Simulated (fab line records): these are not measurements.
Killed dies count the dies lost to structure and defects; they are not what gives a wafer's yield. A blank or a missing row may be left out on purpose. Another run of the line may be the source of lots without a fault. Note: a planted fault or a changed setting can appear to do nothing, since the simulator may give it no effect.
fab line records / flow sfqLine
[record] lots = 15 wafers = 42 lastDay = 86
route steps=325 shown I0@54
lots with no fault: from the same line, run without faults
startH: start of the lot's first displayed wafer, in hours after the record's first day / waitH: hours since the lot's step before / " the same as in the row above / L1.1+2: a single row standing in for several wafers / - no value, or no start was given / * or withheld: withheld / < > ~ a bound
route shown NAME@n: NAME is a module with steps in the file, n the number in the route of the first one / usual: mean and standard deviation over wafers with no fault / same: alike in all rows / chamber/n: place in a boat / sites: each site's reading / _std_site: the values' standard deviation / _edge_site: the outer-site mean with the inner-site mean subtracted / radiusMm: for every site, how far away it sits from the centre of the wafer / mask NAME#n: copy n / behind: tool/chamber where the wafer was last shaped / hold: the reason the lot was held/the length of the hold in hours/how it ended / device: transistor that didn't switch, given as n, p or np / end of line: the tests these same wafers got at the end of their route / step lacking rows: just its recipe / killed: count of dies lost to structure and defects at first sort (not the wafer's yield) / map: per-die view of a wafer (x killed, . not killed, _ where there is no die)
set.NAME: the setting the step ran with; set.NAME@STEP: the setting that earlier step ran with / model.NAME: the simulator's own value behind a step, which no gauge read
route steps across a sampled set of lots; one table per step, one row per wafer
services: when a tool's chamber went out of use (startH, in hours from the record's first day, below 0 if earlier), for how many hours, and the reason
[[steps]]
[step SFQ_TRILAYER_I0_VIA_BARC_OPEN_VIA_ETCH_046]
[recipe] maskMaterial = PR chemistry = O2 targetDepthNm = 125 target = BARC sourceW = 500 biasW = 80 pressureMtorr = 30 timeS = 41.7
[usual] drypumpMotorCurrentA = 5.6/0.31 oesProductAu = 0.685/0.0045 runLengthS = 70.3/0.48
lot.wafer=L676.2 tool=rieDiel-02 chamber=1 startH=380.05 waitH=0.0 drypumpMotorCurrentA=5.8 oesProductAu=0.686 rfHoursCounterH=0 runLengthS=70.3
lot.wafer=L676.4 tool=rieDiel-02 chamber=3 startH=380.05 waitH=0.0 drypumpMotorCurrentA=5.8 oesProductAu=0.681 rfHoursCounterH=2 runLengthS=69.7
lot.wafer=L676.6 tool=rieDiel-02 chamber=0 startH=380.05 waitH=0.0 drypumpMotorCurrentA=5.5 oesProductAu=0.687 rfHoursCounterH=- runLengthS=71.0
lot.wafer=L677.1 tool=rieDiel-02 chamber=0 startH=388.45 waitH=0.0 drypumpMotorCurrentA=5.5 oesProductAu=0.686 rfHoursCounterH=3 runLengthS=70.8
lot.wafer=L677.2 tool=rieDiel-02 chamber=3 startH=388.45 waitH=0.0 drypumpMotorCurrentA=5.8 oesProductAu=0.678 rfHoursCounterH=2 runLengthS=69.8
lot.wafer=L677.4 tool=rieDiel-02 chamber=1 startH=388.45 waitH=0.0 drypumpMotorCurrentA=5.8 oesProductAu=0.682 rfHoursCounterH=0 runLengthS=70.8
lot.wafer=L678.1 tool=rieDiel-02 chamber=3 startH=413.65 waitH=0.0 drypumpMotorCurrentA=5.8 oesProductAu=0.694 rfHoursCounterH=2 runLengthS=69.9
lot.wafer=L678.3 tool=rieDiel-02 chamber=0 startH=413.65 waitH=0.0 drypumpMotorCurrentA=5.5 oesProductAu=0.683 rfHoursCounterH=3 runLengthS=70.7
lot.wafer=L678.6 tool=rieDiel-02 chamber=0 startH=413.65 waitH=0.0 drypumpMotorCurrentA=5.5 oesProductAu=0.692 rfHoursCounterH=- runLengthS=70.7
lot.wafer=L679.1 tool=rieDiel-02 chamber=2 startH=423.25 waitH=0.0 drypumpMotorCurrentA=5.5 oesProductAu=0.684 rfHoursCounterH=82 runLengthS=69.7
lot.wafer=L679.2 tool=rieDiel-02 chamber=0 startH=423.25 waitH=0.0 drypumpMotorCurrentA=5.6 oesProductAu=0.691 rfHoursCounterH=3 runLengthS=70.5
lot.wafer=L679.5 tool=rieDiel-02 chamber=0 startH=423.25 waitH=0.0 drypumpMotorCurrentA=5.5 oesProductAu=0.685 rfHoursCounterH=- runLengthS=70.7
lot.wafer=L680.1 tool=rieDiel-04 chamber=2 startH=434.50 waitH=0.0 drypumpMotorCurrentA=5.2 oesProductAu=0.684 rfHoursCounterH=1 runLengthS=69.6
lot.wafer=L680.3 tool=rieDiel-04 chamber=2 startH=434.50 waitH=0.0 drypumpMotorCurrentA=5.3 oesProductAu=0.685 rfHoursCounterH=- runLengthS=69.7
lot.wafer=L680.4 tool=rieDiel-04 chamber=0 startH=434.50 waitH=0.0 drypumpMotorCurrentA=5.8 oesProductAu=0.688 rfHoursCounterH=- runLengthS=69.8
lot.wafer=L681.1 tool=rieDiel-03 chamber=0 startH=447.70 waitH=0.0 drypumpMotorCurrentA=5.8 oesProductAu=0.680 rfHoursCounterH=95 runLengthS=69.6
lot.wafer=L681.3 tool=rieDiel-03 chamber=3 startH=447.70 waitH=0.0 drypumpMotorCurrentA=5.1 oesProductAu=0.688 rfHoursCounterH=21 runLengthS=70.8
lot.wafer=L681.5 tool=rieDiel-03 chamber=3 startH=447.70 waitH=0.0 drypumpMotorCurrentA=5.1 oesProductAu=0.689 rfHoursCounterH=- runLengthS=71.1
lot.wafer=L683.1 tool=rieDiel-02 chamber=3 startH=453.82 waitH=0.0 drypumpMotorCurrentA=5.8 oesProductAu=0.689 rfHoursCounterH=3 runLengthS=69.7
lot.wafer=L683.3 tool=rieDiel-02 chamber=1 startH=453.82 waitH=0.0 drypumpMotorCurrentA=5.8 oesProductAu=0.682 rfHoursCounterH=1 runLengthS=70.4
lot.wafer=L683.4 tool=rieDiel-02 chamber=2 startH=453.82 waitH=0.0 drypumpMotorCurrentA=5.6 oesProductAu=0.688 rfHoursCounterH=83 runLengthS=70.1
lot.wafer=L684.1 tool=rieDiel-02 chamber=1 startH=470.62 waitH=0.0 drypumpMotorCurrentA=5.7 oesProductAu=0.687 rfHoursCounterH=2 runLengthS=70.4
lot.wafer=L684.2 tool=rieDiel-02 chamber=0 startH=470.62 waitH=0.0 drypumpMotorCurrentA=5.5 oesProductAu=0.684 rfHoursCounterH=4 runLengthS=70.7
lot.wafer=L684.3 tool=rieDiel-02 chamber=2 startH=470.62 waitH=0.0 drypumpMotorCurrentA=5.5 oesProductAu=0.690 rfHoursCounterH=83 runLengthS=70.0
lot.wafer=L685.3 tool=rieDiel-02 chamber=2 startH=475.42 waitH=0.0 drypumpMotorCurrentA=5.5 oesProductAu=0.733 rfHoursCounterH=83 runLengthS=66.4
lot.wafer=L685.6 tool=rieDiel-02 chamber=2 startH=475.42 waitH=0.0 drypumpMotorCurrentA=5.5 oesProductAu=0.731 rfHoursCounterH=- runLengthS=66.6
lot.wafer=L687.2 tool=rieDiel-02 chamber=2 startH=492.33 waitH=0.0 drypumpMotorCurrentA=5.6 oesProductAu=0.687 rfHoursCounterH=83 runLengthS=69.8
lot.wafer=L687.3 tool=rieDiel-02 chamber=3 startH=492.33 waitH=0.0 drypumpMotorCurrentA=5.8 oesProductAu=0.731 rfHoursCounterH=3 runLengthS=67.1
lot.wafer=L688.2 tool=rieDiel-02 chamber=2 startH=499.53 waitH=0.0 drypumpMotorCurrentA=5.5 oesProductAu=0.691 rfHoursCounterH=83 runLengthS=69.9
lot.wafer=L688.3 tool=rieDiel-02 chamber=1 startH=499.53 waitH=0.0 drypumpMotorCurrentA=5.8 oesProductAu=0.732 rfHoursCounterH=2 runLengthS=67.1
lot.wafer=L694.3 tool=rieDiel-03 chamber=1 startH=587.50 waitH=0.0 drypumpMotorCurrentA=4.8 oesProductAu=0.687 rfHoursCounterH=10 runLengthS=70.5
lot.wafer=L694.4 tool=rieDiel-03 chamber=2 startH=587.50 waitH=0.0 drypumpMotorCurrentA=6.1 oesProductAu=0.687 rfHoursCounterH=5 runLengthS=71.0
lot.wafer=L694.6 tool=rieDiel-03 chamber=0 startH=587.50 waitH=0.0 drypumpMotorCurrentA=5.8 oesProductAu=0.685 rfHoursCounterH=- runLengthS=69.5
lot.wafer=L695.1 tool=rieDiel-02 chamber=1 startH=612.62 waitH=0.0 drypumpMotorCurrentA=5.7 oesProductAu=0.684 rfHoursCounterH=3 runLengthS=70.7
lot.wafer=L695.2 tool=rieDiel-02 chamber=3 startH=612.62 waitH=0.0 drypumpMotorCurrentA=5.8 oesProductAu=0.685 rfHoursCounterH=4 runLengthS=69.9
lot.wafer=L695.5 tool=rieDiel-02 chamber=0 startH=612.62 waitH=0.0 drypumpMotorCurrentA=5.5 oesProductAu=0.694 rfHoursCounterH=- runLengthS=70.6
lot.wafer=L696.1 tool=rieDiel-03 chamber=1 startH=627.26 waitH=0.0 drypumpMotorCurrentA=4.8 oesProductAu=0.683 rfHoursCounterH=10 runLengthS=70.8
lot.wafer=L696.2 tool=rieDiel-03 chamber=2 startH=627.26 waitH=0.0 drypumpMotorCurrentA=6.1 oesProductAu=0.687 rfHoursCounterH=5 runLengthS=71.0
lot.wafer=L696.3 tool=rieDiel-03 chamber=0 startH=627.26 waitH=0.0 drypumpMotorCurrentA=5.8 oesProductAu=0.683 rfHoursCounterH=1 runLengthS=69.7
lot.wafer=L698.2 tool=rieDiel-02 chamber=3 startH=639.26 waitH=0.0 drypumpMotorCurrentA=5.8 oesProductAu=0.689 rfHoursCounterH=4 runLengthS=69.6
lot.wafer=L698.3 tool=rieDiel-02 chamber=0 startH=639.26 waitH=0.0 drypumpMotorCurrentA=5.5 oesProductAu=0.683 rfHoursCounterH=6 runLengthS=70.9
lot.wafer=L698.6 tool=rieDiel-02 chamber=3 startH=639.26 waitH=0.0 drypumpMotorCurrentA=5.8 oesProductAu=0.681 rfHoursCounterH=- runLengthS=69.9
[[services]]
tool=rieDiel-02 chamber=1 startH=357.43 hours=- kind=clean
tool=rieDiel-02 chamber=1 startH=357.43 hours=12.0 kind=scheduledDown
tool=rieDiel-02 chamber=1 startH=357.43 hours=12.0 kind=ventCycle
tool=rieDiel-04 chamber=3 startH=366.08 hours=14.0 kind=repair
tool=rieDiel-03 chamber=1 startH=388.71 hours=4.3 kind=repair
tool=rieDiel-02 chamber=2 startH=391.68 hours=6.4 kind=repair
tool=rieDiel-02 chamber=0 startH=398.65 hours=9.3 kind=repair
tool=rieDiel-02 chamber=2 startH=413.32 hours=5.1 kind=repair
tool=rieDiel-04 chamber=1 startH=430.10 hours=25.8 kind=repair
tool=rieDiel-03 chamber=2 startH=447.65 hours=29.4 kind=repair
tool=rieDiel-02 chamber=3 startH=473.73 hours=12.4 kind=repair
tool=rieDiel-04 chamber=3 startH=498.77 hours=2.7 kind=repair
tool=rieDiel-02 chamber=2 startH=511.69 hours=12.7 kind=repair
tool=rieDiel-02 chamber=- startH=546.72 hours=2.8 kind=pm
tool=rieDiel-04 chamber=3 startH=550.17 hours=23.3 kind=repair
tool=rieDiel-02 chamber=3 startH=552.27 hours=40.7 kind=repair
tool=rieDiel-04 chamber=2 startH=559.30 hours=8.7 kind=repair
tool=rieDiel-04 chamber=0 startH=559.67 hours=9.6 kind=repair
tool=rieDiel-02 chamber=1 startH=566.85 hours=6.0 kind=repair
tool=rieDiel-02 chamber=2 startH=572.82 hours=10.1 kind=repair
tool=rieDiel-04 chamber=0 startH=573.18 hours=9.8 kind=repair
tool=rieDiel-03 chamber=- startH=580.26 hours=2.8 kind=pm
tool=rieDiel-03 chamber=2 startH=632.30 hours=3.6 kind=repair
tool=rieDiel-03 chamber=1 startH=635.52 hours=15.3 kind=repair
[[key]]
[firstSign] step = SFQ_TRILAYER_I0_VIA_BARC_OPEN_VIA_ETCH_046 reading = oesProductAu direction = up sigmas = 10 usual = 0.685 struck = 0.732
[effect] step = SFQ_TRILAYER_I0_VIA_BARC_OPEN_VIA_ETCH_046 reading = runLengthS direction = down sigmas = 7.3 usual = * struck = *
metAt SFQ_TRILAYER_I0_VIA_BARC_OPEN_VIA_ETCH_046
struckLots L685,L687,L688
struckWafers L685.3,L685.6,L687.3,L688.3
onsetBetween 470.62 475.42
[fault] kind = processParameterDrift tool = rieDiel-02 chamber = - onsetH = 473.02 steps = SFQ_TRILAYER_I0_VIA_BARC_OPEN_VIA_ETCH_046 channel = timeS offset = * shape = step endH = 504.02 scope = struckWafersOnly actsIn = * stated = *
